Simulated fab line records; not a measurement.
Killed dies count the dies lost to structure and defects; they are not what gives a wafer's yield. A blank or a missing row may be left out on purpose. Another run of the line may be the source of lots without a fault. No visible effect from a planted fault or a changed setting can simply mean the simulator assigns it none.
What tool caused it? / flow sky130 / 39 wafers from 13 lots sampled at 3 of the route's 708 steps

WHAT THE GAUGES SHOWED, per wafer
SKY_SONOS_TUNNEL_CD_MEAS_07: target cd 410 nm. Usual: cd nm reads 410.0 nm (standard deviation 1.8).
lot=L254; measured=day 11 02:50; on=cd sem-02; cd nm (nm)=407.6 409.2 407.0; flag=
lot=L255; measured=day 11 18:01; on=cd sem-02; cd nm (nm)=407.0 407.6 408.8; flag=
lot=L257; measured=day 12 08:49; on=cd sem-01; cd nm (nm)=410.9 412.0 412.1; flag=
lot=L258; measured=day 12 11:35; on=cd sem-01; cd nm (nm)=412.6 410.3 410.4; flag=
lot=L259; measured=day 13 00:33; on=cd sem-01; cd nm (nm)=408.0 406.9 405.5; flag=
lot=L262; measured=day 13 20:53; on=cd sem-01; cd nm (nm)=411.6 412.7 413.1; flag=
lot=L265; measured=day 14 23:25; on=cd sem-01; cd nm (nm)=410.2 410.2 410.1; flag=
lot=L271; measured=day 17 09:13; on=cd sem-01; cd nm (nm)=410.8 411.1 411.2; flag=
lot=L272; measured=day 17 16:58; on=cd sem-02; cd nm (nm)=408.2 409.6 409.7; flag=
lot=L273; measured=day 17 17:14; on=cd sem-02; cd nm (nm)=409.0 407.3 408.8; flag=
lot=L275; measured=day 18 12:45; on=cd sem-02; cd nm (nm)=409.0 408.7 410.2; flag=
lot=L276; measured=day 18 14:51; on=cd sem-02; cd nm (nm)=411.9 409.8 411.5; flag=
lot=L277; measured=day 19 01:01; on=cd sem-01; cd nm (nm)=412.2 411.1 412.0; flag=

SKY_SONOS_TUNNEL_OVL_MEAS_08. Usual: for SONOS_TUNNEL_OVL the level is 0.7 nm and the standard deviation is 1.2.
lot=L254; measured=day 11 02:57; on=overlay-01; SONOS_TUNNEL_OVL (nm)=1.0 0.1 -0.2; flag=
lot=L255; measured=day 11 18:08; on=overlay-01; SONOS_TUNNEL_OVL (nm)=0.2 -1.3 0.9; flag=
lot=L257; measured=day 12 08:56; on=overlay-01; SONOS_TUNNEL_OVL (nm)=1.4 -0.8 -0.1; flag=
lot=L258; measured=day 12 11:41; on=overlay-01; SONOS_TUNNEL_OVL (nm)=0.8 1.4 1.4; flag=
lot=L259; measured=day 13 00:40; on=overlay-01; SONOS_TUNNEL_OVL (nm)=-0.3 -0.6 -0.4; flag=
lot=L262; measured=day 13 21:01; on=overlay-01; SONOS_TUNNEL_OVL (nm)=1.8 -1.0 0.4; flag=
lot=L265; measured=day 14 23:31; on=overlay-01; SONOS_TUNNEL_OVL (nm)=0.8 1.6 1.8; flag=
lot=L271; measured=day 17 09:17; on=overlay-02; SONOS_TUNNEL_OVL (nm)=1.9 -0.2 0.9; flag=
lot=L272; measured=day 17 17:04; on=overlay-01; SONOS_TUNNEL_OVL (nm)=0.2 2.4 0.4; flag=
lot=L273; measured=day 17 17:21; on=overlay-02; SONOS_TUNNEL_OVL (nm)=4.4 0.7 0.1; flag=
lot=L275; measured=day 18 12:52; on=overlay-01; SONOS_TUNNEL_OVL (nm)=-0.5 -1.0 -1.5; flag=
lot=L276; measured=day 18 14:58; on=overlay-01; SONOS_TUNNEL_OVL (nm)=1.7 1.0 0.0; flag=
lot=L277; measured=day 19 01:07; on=overlay-02; SONOS_TUNNEL_OVL (nm)=-1.6 -1.6 -0.1; flag=

TOOL THAT RAN EACH LOT (tool first, then ch and the chambers of the sampled wafers, then the start)
lot=L254; SKY_VT_ADJUST_PCH_STRIP_09=plasma asher-03 ch 0,1, day 10 04:30
lot=L255; SKY_VT_ADJUST_PCH_STRIP_09=plasma asher-04 ch 0,1, day 10 18:12
lot=L257; SKY_VT_ADJUST_PCH_STRIP_09=plasma asher-04 ch 0,1, day 11 08:25
lot=L258; SKY_VT_ADJUST_PCH_STRIP_09=plasma asher-03 ch 0,1, day 11 11:13
lot=L259; SKY_VT_ADJUST_PCH_STRIP_09=plasma asher-04 ch 0,1, day 11 23:46
lot=L262; SKY_VT_ADJUST_PCH_STRIP_09=plasma asher-03 ch 0,1, day 12 18:52
lot=L265; SKY_VT_ADJUST_PCH_STRIP_09=plasma asher-02 ch 0,1, day 13 21:08
lot=L271; SKY_VT_ADJUST_PCH_STRIP_09=plasma asher-03 ch 0,1, day 16 05:31
lot=L272; SKY_VT_ADJUST_PCH_STRIP_09=plasma asher-02 ch 0, day 16 12:19
lot=L273; SKY_VT_ADJUST_PCH_STRIP_09=plasma asher-04 ch 0,1, day 16 12:40
lot=L275; SKY_VT_ADJUST_PCH_STRIP_09=plasma asher-02 ch 0,1, day 17 06:51
lot=L276; SKY_VT_ADJUST_PCH_STRIP_09=plasma asher-03 ch 0,1, day 17 09:09
lot=L277; SKY_VT_ADJUST_PCH_STRIP_09=plasma asher-04 ch 0,1, day 17 18:21
- SKY_VT_ADJUST_PCH_STRIP_09: strips in O2/N2.

AS READ BY THE TOOLS THEMSELVES (means over the sampled wafers that have a number; for cases with no such wafer, the mark the record gives instead)
SKY_VT_ADJUST_PCH_STRIP_09. Usual: drypump motor current A 5.6 A, standard deviation 0.56; oes product au 0.723 a.u., standard deviation 0.0044; strip time to endpoint s 36.96 s, standard deviation 0.1.
lot=L254; tool=plasma asher-03; drypump motor current A (A)=5.5; oes product au (a.u.)=0.724; strip time to endpoint s (s)=36.91; flag=
lot=L255; tool=plasma asher-04; drypump motor current A (A)=5.1; oes product au (a.u.)=0.721; strip time to endpoint s (s)=37.06; flag=
lot=L257; tool=plasma asher-04; drypump motor current A (A)=5.1; oes product au (a.u.)=0.720; strip time to endpoint s (s)=36.96; flag=
lot=L258; tool=plasma asher-03; drypump motor current A (A)=5.6; oes product au (a.u.)=0.726; strip time to endpoint s (s)=36.85; flag=
lot=L259; tool=plasma asher-04; drypump motor current A (A)=5.1; oes product au (a.u.)=0.726; strip time to endpoint s (s)=37.00; flag=
lot=L262; tool=plasma asher-03; drypump motor current A (A)=5.3; oes product au (a.u.)=0.726; strip time to endpoint s (s)=36.89; flag=
lot=L265; tool=plasma asher-02; drypump motor current A (A)=6.3; oes product au (a.u.)=0.726; strip time to endpoint s (s)=36.86; flag=
lot=L271; tool=plasma asher-03; drypump motor current A (A)=5.3; oes product au (a.u.)=0.725; strip time to endpoint s (s)=37.01; flag=
lot=L272; tool=plasma asher-02; drypump motor current A (A)=6.4; oes product au (a.u.)=0.718; strip time to endpoint s (s)=36.99; flag=
lot=L273; tool=plasma asher-04; drypump motor current A (A)=5.1; oes product au (a.u.)=0.724; strip time to endpoint s (s)=36.92; flag=
lot=L275; tool=plasma asher-02; drypump motor current A (A)=6.3; oes product au (a.u.)=0.723; strip time to endpoint s (s)=36.93; flag=
lot=L276; tool=plasma asher-03; drypump motor current A (A)=5.5; oes product au (a.u.)=0.720; strip time to endpoint s (s)=37.06; flag=
lot=L277; tool=plasma asher-04; drypump motor current A (A)=5.1; oes product au (a.u.)=0.721; strip time to endpoint s (s)=37.00; flag=

THE ANSWER, worked out from the rows above alone
Rule: lot off if the mean of its wafers having a number is beyond 3 standard deviations from the usual mean. Also off: a lot with no number at a reading for which 4 or more lots have one. Any other lot the step has rows for is counted as sound. After the gauges, taken in route order, come the tools' own readings; for these a lot's mean is taken, as printed above. At the first step where some lot is off, the reading lying furthest off is the one used; lots without a number count as furthest.
No lot is off on any of the readings shown, so nothing can be concluded from this.

WHAT WAS PUT IN BY THE SIMULATOR
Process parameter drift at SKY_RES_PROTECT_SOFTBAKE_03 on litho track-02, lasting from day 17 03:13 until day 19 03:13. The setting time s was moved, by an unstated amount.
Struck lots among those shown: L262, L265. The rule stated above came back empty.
